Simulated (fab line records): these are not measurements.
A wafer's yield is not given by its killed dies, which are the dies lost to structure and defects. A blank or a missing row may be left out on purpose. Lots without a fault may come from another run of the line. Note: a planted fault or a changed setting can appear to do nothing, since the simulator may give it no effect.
What tool caused it? :: flow sky130 :: 72 wafers from 24 lots sampled at 6 of the route's 708 steps

## WHAT THE GAUGES SHOWED, per wafer
SKY_VIA1_RS_MEAS_22: measurement is done with a four-point probe.
lot: L074
measured: day 34 05:13
on: film-metro-03
VIA1_W_RS (ohm/sq): 0.425 0.425 0.433

lot: L075
measured: day 34 11:46
on: film-metro-03
VIA1_W_RS (ohm/sq): 0.429 0.432 0.426

lot: L076
measured: day 34 11:50
on: film-metro-01
VIA1_W_RS (ohm/sq): 0.428 0.432 0.410

lot: L077
measured: day 35 05:26
on: film-metro-03
VIA1_W_RS (ohm/sq): 0.433 0.431 0.429

lot: L078
measured: day 35 10:18
on: film-metro-01
VIA1_W_RS (ohm/sq): 0.419 0.431 0.422

lot: L079
measured: day 35 20:38
on: film-metro-01
VIA1_W_RS (ohm/sq): 0.417 0.430 0.417

lot: L080
measured: day 35 23:37
on: film-metro-02
VIA1_W_RS (ohm/sq): 0.417 0.421 0.420

lot: L081
measured: day 36 03:35
on: film-metro-01
VIA1_W_RS (ohm/sq): 0.425 0.426 0.423

lot: L082
measured: day 36 14:47
on: film-metro-02
VIA1_W_RS (ohm/sq): 0.429 0.436 0.435

lot: L083
measured: day 36 22:01
on: film-metro-02
VIA1_W_RS (ohm/sq): 0.423 0.423 0.428

lot: L085
measured: day 37 05:20
on: film-metro-02
VIA1_W_RS (ohm/sq): 0.429 0.431 0.428

lot: L084
measured: day 37 07:01
on: film-metro-01
VIA1_W_RS (ohm/sq): 0.433 0.422 0.428

lot: L086
measured: day 37 14:28
on: film-metro-03
VIA1_W_RS (ohm/sq): 0.431 0.417 0.414

lot: L087
measured: day 37 22:20
on: film-metro-01
VIA1_W_RS (ohm/sq): 0.430 0.426 0.432

lot: L088
measured: day 38 02:31
on: film-metro-02
VIA1_W_RS (ohm/sq): 0.419 0.429 0.432

lot: L089
measured: day 38 13:17
on: film-metro-03
VIA1_W_RS (ohm/sq): 0.413 0.412 0.420

lot: L090
measured: day 39 00:28
on: film-metro-02
VIA1_W_RS (ohm/sq): 0.432 0.434 0.433

lot: L091
measured: day 39 18:28
on: film-metro-03
VIA1_W_RS (ohm/sq): 0.427 0.429 0.428

lot: L093
measured: day 39 20:00
on: film-metro-02
VIA1_W_RS (ohm/sq): 0.427 0.425 0.411

lot: L092
measured: day 39 20:41
on: film-metro-01
VIA1_W_RS (ohm/sq): 0.433 0.431 0.433

lot: L094
measured: day 39 23:23
on: film-metro-01
VIA1_W_RS (ohm/sq): 0.431 0.436 0.429

lot: L095
measured: day 40 10:44
on: film-metro-01
VIA1_W_RS (ohm/sq): 0.413 0.419 0.431

lot: L096
measured: day 40 17:37
on: film-metro-01
VIA1_W_RS (ohm/sq): 0.411 0.426 0.423

lot: L097
measured: day 40 23:32
on: film-metro-02
VIA1_W_RS (ohm/sq): 0.431 0.427 0.427

SKY_VIA2_BOW_MEAS_03.
lot: L074
measured: day 35 09:25
on: film-metro-04
VIA2_BOW (um): 89 83 77

lot: L075
measured: day 35 13:54
on: film-metro-04
VIA2_BOW (um): 104 98 92

lot: L076
measured: day 35 14:17
on: film-metro-01
VIA2_BOW (um): 90 95 84

lot: L077
measured: day 36 08:44
on: film-metro-04
VIA2_BOW (um): 85 88 80

lot: L078
measured: day 36 15:20
on: film-metro-04
VIA2_BOW (um): 86 77 79

lot: L079
measured: day 37 01:28
on: film-metro-01
VIA2_BOW (um): 82 99 73

lot: L080
measured: day 37 04:02
on: film-metro-03
VIA2_BOW (um): 98 88 72

lot: L081
measured: day 37 07:47
on: film-metro-01
VIA2_BOW (um): 98 79 75

lot: L082
measured: day 37 18:38
on: film-metro-04
VIA2_BOW (um): 77 84 74

lot: L083
measured: day 38 00:43
on: film-metro-04
VIA2_BOW (um): 99 77 86

lot: L085
measured: day 38 08:22
on: film-metro-03
VIA2_BOW (um): 81 92 94

lot: L084
measured: day 38 11:10
on: film-metro-04
VIA2_BOW (um): 75 88 94

lot: L086
measured: day 38 18:01
on: film-metro-01
VIA2_BOW (um): 94 93 98

lot: L087
measured: day 39 04:55
on: film-metro-03
VIA2_BOW (um): 85 84 81

lot: L088
measured: day 39 05:46
on: film-metro-03
VIA2_BOW (um): 87 88 89

lot: L089
measured: day 39 15:21
on: film-metro-03
VIA2_BOW (um): 96 81 79

lot: L090
measured: day 40 07:22
on: film-metro-03
VIA2_BOW (um): 84 94 88

lot: L091
measured: day 40 20:34
on: film-metro-04
VIA2_BOW (um): 92 80 87

lot: L093
measured: day 40 22:31
on: film-metro-04
VIA2_BOW (um): 97 94 98

lot: L092
measured: day 40 22:55
on: film-metro-03
VIA2_BOW (um): 86 77 75

lot: L094
measured: day 41 02:00
on: film-metro-01
VIA2_BOW (um): 100 83 93

lot: L095
measured: day 41 12:55
on: film-metro-04
VIA2_BOW (um): 95 90 93

lot: L096
measured: day 41 20:09
on: film-metro-04
VIA2_BOW (um): 86 83 80

lot: L097
measured: day 42 01:13
on: film-metro-01
VIA2_BOW (um): 87 80 88

SKY_VIA2_OVL_MEAS_13.
lot: L074
measured: day 36 11:44
on: overlay-02
VIA2_OVL (nm): 3 13 6

lot: L075
measured: day 36 16:02
on: overlay-02
VIA2_OVL (nm): 1 6 1

lot: L076
measured: day 36 17:19
on: overlay-02
VIA2_OVL (nm): 4 7 2

lot: L077
measured: day 37 10:42
on: overlay-02
VIA2_OVL (nm): -2 2 2

lot: L078
measured: day 37 16:55
on: overlay-01
VIA2_OVL (nm): 6 2 1

lot: L079
measured: day 38 03:07
on: overlay-02
VIA2_OVL (nm): 1 1 -6

lot: L080
measured: day 38 04:49
on: overlay-01
VIA2_OVL (nm): 3 -7 -5

lot: L081
measured: day 38 10:02
on: overlay-01
VIA2_OVL (nm): 2 -2 -1

lot: L082
measured: day 38 20:02
on: overlay-02
VIA2_OVL (nm): 5 3 3

lot: L083
measured: day 39 02:03
on: overlay-02
VIA2_OVL (nm): -4 -2 5

lot: L085
measured: day 39 09:42
on: overlay-01
VIA2_OVL (nm): 0 5 -3

lot: L084
measured: day 39 11:38
on: overlay-01
VIA2_OVL (nm): 13 5 5

lot: L086
measured: day 39 18:45
on: overlay-02
VIA2_OVL (nm): 0 -6 -6

lot: L087
measured: day 40 05:43
on: overlay-02
VIA2_OVL (nm): 5 10 12

lot: L088
measured: day 40 06:25
on: overlay-01
VIA2_OVL (nm): 8 4 13

lot: L089
measured: day 40 16:19
on: overlay-02
VIA2_OVL (nm): 0 4 2

lot: L090
measured: day 41 07:20
on: overlay-01
VIA2_OVL (nm): -3 2 -2

lot: L091
measured: day 41 20:19
on: overlay-01
VIA2_OVL (nm): 6 7 6

lot: L093
measured: day 41 22:32
on: overlay-01
VIA2_OVL (nm): 4 3 1

lot: L092
measured: day 41 22:39
on: overlay-02
VIA2_OVL (nm): 14 11 13

lot: L094
measured: day 42 01:46
on: overlay-01
VIA2_OVL (nm): 7 8 17

lot: L095
measured: day 42 12:06
on: overlay-01
VIA2_OVL (nm): 4 -2 2

lot: L096
measured: day 42 19:31
on: overlay-01
VIA2_OVL (nm): 9 5 -3

lot: L097
measured: day 43 00:33
on: overlay-01
VIA2_OVL (nm): 5 -2 2

SKY_VIA2_THK_MEAS_23: measures by xrf.
lot: L074
measured: day 36 12:46
on: film-metro-04
VIA2_W_THK (nm): 421 422 416

lot: L075
measured: day 36 17:05
on: film-metro-03
VIA2_W_THK (nm): 428 427 429

lot: L076
measured: day 36 18:22
on: film-metro-04
VIA2_W_THK (nm): 411 419 426

lot: L077
measured: day 37 12:20
on: film-metro-01
VIA2_W_THK (nm): 432 426 425

lot: L078
measured: day 37 18:01
on: film-metro-03
VIA2_W_THK (nm): 442 439 428

lot: L079
measured: day 38 04:12
on: film-metro-01
VIA2_W_THK (nm): 417 417 417

lot: L080
measured: day 38 05:52
on: film-metro-01
VIA2_W_THK (nm): 430 421 423

lot: L081
measured: day 38 11:05
on: film-metro-01
VIA2_W_THK (nm): 433 423 435

lot: L082
measured: day 38 21:05
on: film-metro-04
VIA2_W_THK (nm): 440 431 430

lot: L083
measured: day 39 03:09
on: film-metro-03
VIA2_W_THK (nm): 433 435 427

lot: L085
measured: day 39 10:45
on: film-metro-03
VIA2_W_THK (nm): 435 434 422

lot: L084
measured: day 39 12:46
on: film-metro-01
VIA2_W_THK (nm): 427 439 437

lot: L086
measured: day 39 19:51
on: film-metro-04
VIA2_W_THK (nm): 411 411 411

lot: L087
measured: day 40 06:46
on: film-metro-03
VIA2_W_THK (nm): 428 433 429

lot: L088
measured: day 40 07:28
on: film-metro-01
VIA2_W_THK (nm): 427 425 429

lot: L089
measured: day 40 17:52
on: film-metro-04
VIA2_W_THK (nm): 420 424 423

lot: L090
measured: day 41 08:23
on: film-metro-04
VIA2_W_THK (nm): 430 429 423

lot: L091
measured: day 41 21:22
on: film-metro-04
VIA2_W_THK (nm): 441 418 425

lot: L093
measured: day 41 23:38
on: film-metro-04
VIA2_W_THK (nm): 433 432 426

lot: L092
measured: day 41 23:44
on: film-metro-03
VIA2_W_THK (nm): 454 419 448

lot: L094
measured: day 42 02:49
on: film-metro-03
VIA2_W_THK (nm): 433 436 446

lot: L095
measured: day 42 13:09
on: film-metro-04
VIA2_W_THK (nm): 451 431 452

lot: L096
measured: day 42 20:35
on: film-metro-03
VIA2_W_THK (nm): 437 432 442

lot: L097
measured: day 43 01:37
on: film-metro-01
VIA2_W_THK (nm): 416 436 420

## TOOL THAT RAN EACH LOT (tool first, then ch and the chambers of the sampled wafers, then the start)
lot: L074
SKY_METAL1_SPUTTER_00: pvd-sputter-02, day 31 20:25
SKY_VIA2_ETCH_14: rie-diel-03 ch 1,2,3, day 36 11:46

lot: L075
SKY_METAL1_SPUTTER_00: pvd-sputter-04, day 32 02:20
SKY_VIA2_ETCH_14: rie-diel-01 ch 0,2, day 36 16:04

lot: L076
SKY_METAL1_SPUTTER_00: pvd-sputter-01, day 32 03:19
SKY_VIA2_ETCH_14: rie-diel-03 ch 0,2,3, day 36 17:21

lot: L077
SKY_METAL1_SPUTTER_00: pvd-sputter-02, day 32 21:04
SKY_VIA2_ETCH_14: rie-diel-03 ch 1,2,3, day 37 10:44

lot: L078
SKY_METAL1_SPUTTER_00: pvd-sputter-02, day 33 03:41
SKY_VIA2_ETCH_14: rie-diel-03 ch 0,2,3, day 37 16:56

lot: L079
SKY_METAL1_SPUTTER_00: pvd-sputter-02, day 33 15:05
SKY_VIA2_ETCH_14: rie-diel-01 ch 0,2, day 38 03:09

lot: L080
SKY_METAL1_SPUTTER_00: pvd-sputter-04, day 33 17:24
SKY_VIA2_ETCH_14: rie-diel-01 ch 0,3, day 38 04:50

lot: L081
SKY_METAL1_SPUTTER_00: pvd-sputter-02, day 33 20:54
SKY_VIA2_ETCH_14: rie-diel-01 ch 0,1,3, day 38 10:05

lot: L082
SKY_METAL1_SPUTTER_00: pvd-sputter-04, day 34 07:33
SKY_VIA2_ETCH_14: rie-diel-03 ch 1,2, day 38 20:05

lot: L083
SKY_METAL1_SPUTTER_00: pvd-sputter-04, day 34 16:22
SKY_VIA2_ETCH_14: rie-diel-04 ch 0,1,2, day 39 02:05

lot: L085
SKY_METAL1_SPUTTER_00: pvd-sputter-01, day 35 00:53
SKY_VIA2_ETCH_14: rie-diel-04 ch 0,1,2, day 39 09:44

lot: L084
SKY_METAL1_SPUTTER_00: pvd-sputter-02, day 35 01:11
SKY_VIA2_ETCH_14: rie-diel-04 ch 0,1,3, day 39 11:41

lot: L086
SKY_METAL1_SPUTTER_00: pvd-sputter-04, day 35 07:23
SKY_VIA2_ETCH_14: rie-diel-04 ch 0,1,3, day 39 18:47

lot: L087
SKY_METAL1_SPUTTER_00: pvd-sputter-04, day 35 14:57
SKY_VIA2_ETCH_14: rie-diel-01 ch 0,1,3, day 40 05:45

lot: L088
SKY_METAL1_SPUTTER_00: pvd-sputter-04, day 35 19:22
SKY_VIA2_ETCH_14: rie-diel-03 ch 0,1,3, day 40 06:28

lot: L089
SKY_METAL1_SPUTTER_00: pvd-sputter-04, day 36 07:33
SKY_VIA2_ETCH_14: rie-diel-04 ch 0,1,2, day 40 16:21

lot: L090
SKY_METAL1_SPUTTER_00: pvd-sputter-01, day 36 20:35
SKY_VIA2_ETCH_14: rie-diel-04 ch 1,2, day 41 07:23

lot: L091
SKY_METAL1_SPUTTER_00: pvd-sputter-01, day 37 14:08
SKY_VIA2_ETCH_14: rie-diel-04 ch 0,2,3, day 41 20:22

lot: L093
SKY_METAL1_SPUTTER_00: pvd-sputter-01, day 37 15:23
SKY_VIA2_ETCH_14: rie-diel-01 ch 1,2, day 41 22:34

lot: L092
SKY_METAL1_SPUTTER_00: pvd-sputter-02, day 37 16:20
SKY_VIA2_ETCH_14: rie-diel-03 ch 0,1,2, day 41 22:41

lot: L094
SKY_METAL1_SPUTTER_00: pvd-sputter-02, day 37 19:11
SKY_VIA2_ETCH_14: rie-diel-04 ch 1,2, day 42 01:47

lot: L095
SKY_METAL1_SPUTTER_00: pvd-sputter-04, day 38 07:39
SKY_VIA2_ETCH_14: rie-diel-03 ch 2,3, day 42 12:08

lot: L096
SKY_METAL1_SPUTTER_00: pvd-sputter-04, day 38 13:59
SKY_VIA2_ETCH_14: rie-diel-01 ch 1,2,3, day 42 19:34

lot: L097
SKY_METAL1_SPUTTER_00: pvd-sputter-01, day 38 20:05
SKY_VIA2_ETCH_14: rie-diel-04 ch 1,2,3, day 43 00:35
- SKY_METAL1_SPUTTER_00: material Ti, target thk 15 nm, time 10 s.
- SKY_VIA2_ETCH_14: etches BARC in N2/H2, stops on SiO2, time 45.9 s, target depth 60 nm.

## WHAT THE TOOLS THEMSELVES READ (means of the sampled wafers that have a number; where no wafer has one, the mark that the record gives instead)
SKY_METAL1_SPUTTER_00.
lot: L074
tool: pvd-sputter-02
chamber-pressure-pa (Pa): 0.4003
throttle-valve-pct (%): 29.9

lot: L075
tool: pvd-sputter-04
chamber-pressure-pa (Pa): 0.4002
throttle-valve-pct (%): 30.6

lot: L076
tool: pvd-sputter-01
chamber-pressure-pa (Pa): 0.3990
throttle-valve-pct (%): 29.2

lot: L077
tool: pvd-sputter-02
chamber-pressure-pa (Pa): 0.4004
throttle-valve-pct (%): 29.5

lot: L078
tool: pvd-sputter-02
chamber-pressure-pa (Pa): 0.4002
throttle-valve-pct (%): 29.9

lot: L079
tool: pvd-sputter-02
chamber-pressure-pa (Pa): 0.3994
throttle-valve-pct (%): 29.7

lot: L080
tool: pvd-sputter-04
chamber-pressure-pa (Pa): 0.4006
throttle-valve-pct (%): 30.7

lot: L081
tool: pvd-sputter-02
chamber-pressure-pa (Pa): 0.4002
throttle-valve-pct (%): 29.5

lot: L082
tool: pvd-sputter-04
chamber-pressure-pa (Pa): 0.4003
throttle-valve-pct (%): 31.1

lot: L083
tool: pvd-sputter-04
chamber-pressure-pa (Pa): 0.3996
throttle-valve-pct (%): 30.1

lot: L085
tool: pvd-sputter-01
chamber-pressure-pa (Pa): 0.3992
throttle-valve-pct (%): 29.7

lot: L084
tool: pvd-sputter-02
chamber-pressure-pa (Pa): 0.4002
throttle-valve-pct (%): 30.5

lot: L086
tool: pvd-sputter-04
chamber-pressure-pa (Pa): 0.3999
throttle-valve-pct (%): 30.6

lot: L087
tool: pvd-sputter-04
chamber-pressure-pa (Pa): 0.4004
throttle-valve-pct (%): 30.1

lot: L088
tool: pvd-sputter-04
chamber-pressure-pa (Pa): 0.3995
throttle-valve-pct (%): 30.1

lot: L089
tool: pvd-sputter-04
chamber-pressure-pa (Pa): 0.3991
throttle-valve-pct (%): 31.1

lot: L090
tool: pvd-sputter-01
chamber-pressure-pa (Pa): 0.3999
throttle-valve-pct (%): 29.3

lot: L091
tool: pvd-sputter-01
chamber-pressure-pa (Pa): 0.3999
throttle-valve-pct (%): 29.6

lot: L093
tool: pvd-sputter-01
chamber-pressure-pa (Pa): 0.4000
throttle-valve-pct (%): 29.3

lot: L092
tool: pvd-sputter-02
chamber-pressure-pa (Pa): 0.4007
throttle-valve-pct (%): 30.1

lot: L094
tool: pvd-sputter-02
chamber-pressure-pa (Pa): 0.4012
throttle-valve-pct (%): 29.9

lot: L095
tool: pvd-sputter-04
chamber-pressure-pa (Pa): 0.3998
throttle-valve-pct (%): 30.1

lot: L096
tool: pvd-sputter-04
chamber-pressure-pa (Pa): 0.4006
throttle-valve-pct (%): 30.3

lot: L097
tool: pvd-sputter-01
chamber-pressure-pa (Pa): 0.4004
throttle-valve-pct (%): 29.3

SKY_VIA2_ETCH_14.
lot: L074
tool: rie-diel-03
drypump-motor-current-A (A): 5.9
oes-product-au (a.u.): 0.854
throttle-valve-pct (%): 13.227

lot: L075
tool: rie-diel-01
drypump-motor-current-A (A): 5.8
oes-product-au (a.u.): 0.857
throttle-valve-pct (%): 13.219

lot: L076
tool: rie-diel-03
drypump-motor-current-A (A): 5.7
oes-product-au (a.u.): 0.853
throttle-valve-pct (%): 13.225

lot: L077
tool: rie-diel-03
drypump-motor-current-A (A): 5.9
oes-product-au (a.u.): 0.857
throttle-valve-pct (%): 13.222

lot: L078
tool: rie-diel-03
drypump-motor-current-A (A): 5.7
oes-product-au (a.u.): 0.858
throttle-valve-pct (%): 13.216

lot: L079
tool: rie-diel-01
drypump-motor-current-A (A): 5.7
oes-product-au (a.u.): 0.852
throttle-valve-pct (%): 13.224

lot: L080
tool: rie-diel-01
drypump-motor-current-A (A): 5.7
oes-product-au (a.u.): 0.855
throttle-valve-pct (%): 13.225

lot: L081
tool: rie-diel-01
drypump-motor-current-A (A): 5.6
oes-product-au (a.u.): 0.858
throttle-valve-pct (%): 13.232

lot: L082
tool: rie-diel-03
drypump-motor-current-A (A): 6.0
oes-product-au (a.u.): 0.852
throttle-valve-pct (%): 13.224

lot: L083
tool: rie-diel-04
drypump-motor-current-A (A): 5.2
oes-product-au (a.u.): 0.856
throttle-valve-pct (%): 13.230

lot: L085
tool: rie-diel-04
drypump-motor-current-A (A): 5.3
oes-product-au (a.u.): 0.857
throttle-valve-pct (%): 13.221

lot: L084
tool: rie-diel-04
drypump-motor-current-A (A): 5.2
oes-product-au (a.u.): 0.858
throttle-valve-pct (%): 13.226

lot: L086
tool: rie-diel-04
drypump-motor-current-A (A): 5.2
oes-product-au (a.u.): 0.860
throttle-valve-pct (%): 13.231

lot: L087
tool: rie-diel-01
drypump-motor-current-A (A): 5.6
oes-product-au (a.u.): 0.856
throttle-valve-pct (%): 13.220

lot: L088
tool: rie-diel-03
drypump-motor-current-A (A): 5.9
oes-product-au (a.u.): 0.856
throttle-valve-pct (%): 13.213

lot: L089
tool: rie-diel-04
drypump-motor-current-A (A): 5.2
oes-product-au (a.u.): 0.857
throttle-valve-pct (%): 13.229

lot: L090
tool: rie-diel-04
drypump-motor-current-A (A): 5.3
oes-product-au (a.u.): 0.854
throttle-valve-pct (%): 13.220

lot: L091
tool: rie-diel-04
drypump-motor-current-A (A): 5.3
oes-product-au (a.u.): 0.854
throttle-valve-pct (%): 13.219

lot: L093
tool: rie-diel-01
drypump-motor-current-A (A): 5.6
oes-product-au (a.u.): 0.847
throttle-valve-pct (%): 13.228

lot: L092
tool: rie-diel-03
drypump-motor-current-A (A): 5.9
oes-product-au (a.u.): 0.856
throttle-valve-pct (%): 13.227

lot: L094
tool: rie-diel-04
drypump-motor-current-A (A): 5.2
oes-product-au (a.u.): 0.854
throttle-valve-pct (%): 13.219

lot: L095
tool: rie-diel-03
drypump-motor-current-A (A): 5.7
oes-product-au (a.u.): 0.860
throttle-valve-pct (%): 13.223

lot: L096
tool: rie-diel-01
drypump-motor-current-A (A): 5.7
oes-product-au (a.u.): 0.859
throttle-valve-pct (%): 13.229

lot: L097
tool: rie-diel-04
drypump-motor-current-A (A): 5.3
oes-product-au (a.u.): 0.859
throttle-valve-pct (%): 13.222

## THE ANSWER, worked out from the rows above alone
Rule: the usual values come from the lots themselves. Put in order of their means at a reading, lots are off if they are a third of the lots or fewer, leave a main group of 4 or more, and stand apart from it by a gap of 3 or more times the standard deviation of the main group's means; of several such gaps the widest counts. A main group whose means are all the same, to the digits that the tables above print for the reading, isn't used. A lot without any number at a reading at which 4 lots or more have one is off too. The other lots that the step has rows for count as sound. The gauges are gone through in route order, then the tools' own readings, and for those a lot's mean is taken as printed above. The first step at which some lot is off is used, and at that step the reading that is off furthest; a lot without a number counts as furthest.
No lot is off on any of the readings shown, so nothing can be concluded from this.

## WHAT THE SIMULATOR HAD PUT IN
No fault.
